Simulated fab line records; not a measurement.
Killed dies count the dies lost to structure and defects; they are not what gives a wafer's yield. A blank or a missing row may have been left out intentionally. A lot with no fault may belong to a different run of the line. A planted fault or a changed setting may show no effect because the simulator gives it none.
A single fault, viewed from 2 desks	flow sky130	every desk sees just its own numbers, and what lay behind them comes last

AT THE METROLOGY DESK
What the gauges read, lot by lot, whatever tool the lot ran on: means of the sampled wafers that have a number. A lot is out of limits, marked OUT, if its mean lies more than 4 standard deviations from the usual mean; the brackets give that distance.
Columns: A = VT_ADJUST_PCH_OVL at SKY_VT_ADJUST_PCH_OVL_MEAS_07, usual 0.1 nm; B = POLY_GATE_CVD_00_THK at SKY_POLY_GATE_THK_MEAS_01, usual 180.8 nm
lot	first seen here	A	B
L959	day 10 13:16	-1.8	180.2
L960	day 10 14:53	-0.3	180.3
L961	day 10 18:47	0.1	181.9
L962	day 10 23:58	0.9	183.3
L965	day 12 00:52	1.3	182.2
L966	day 12 08:01	0.2	-
L975	day 15 09:19	0.0	181.1
L976	day 15 13:08	-0.7	183.3
L978	day 16 05:04	-1.2	178.0
L980	day 16 15:31	0.1	179.5
L981	day 17 00:31	-0.1	181.2
L982	day 18 09:02	-0.3	182.8
This desk found nothing out of limits on any of the 12 lots.

THE TOOL OWNER'S DESK: plasmaAsher-02
The tool's own readings at SKY_GATE_OXIDE_STRIP_13 (strips in O2/N2): means of the sampled wafers that have a number, for each lot that ran on this tool. A lot is out of limits, marked OUT, if its mean lies more than 4 standard deviations from the usual mean; the brackets give that distance.
Columns: A = drypumpMotorCurrentA at SKY_GATE_OXIDE_STRIP_13, usual 5.81 A; B = oesProductAu at SKY_GATE_OXIDE_STRIP_13, usual 0.715 a.u.; C = stripTimeToEndpointS at SKY_GATE_OXIDE_STRIP_13, usual 14.17 s
lot	first seen here	A	B	C
L960	day 14 05:38	5.67	0.713	14.19
L961	day 14 06:50	5.68	0.718	14.23
L962	day 14 16:19	5.89	0.716	14.15
L965	day 15 12:40	5.67	0.716	14.18
L966	day 15 22:44	5.93	0.934 (+55) OUT	-
This desk's verdict: out of limits on L966, starting with L966 at day 15 22:44 (oesProductAu at SKY_GATE_OXIDE_STRIP_13). L960, L961, L962, L965 stayed within limits.

ALL TOGETHER
The tool owner's desk had the chance to raise an alarm at day 15 22:44 on L966.
Metrology desk: nothing out of limits seen.
The metrology desk has L966 on record, within its limits.
The lots listed all ran SKY_GATE_OXIDE_STRIP_13 on plasmaAsher-02.

WHAT WAS PUT IN BY THE SIMULATOR
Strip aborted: plasmaAsher-02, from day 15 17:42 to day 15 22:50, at SKY_GATE_OXIDE_STRIP_13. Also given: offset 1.
Shown lots that were struck: L966.
Each desk's first reading out of limits, in hours after the fault started: the tool owner's desk, 5.
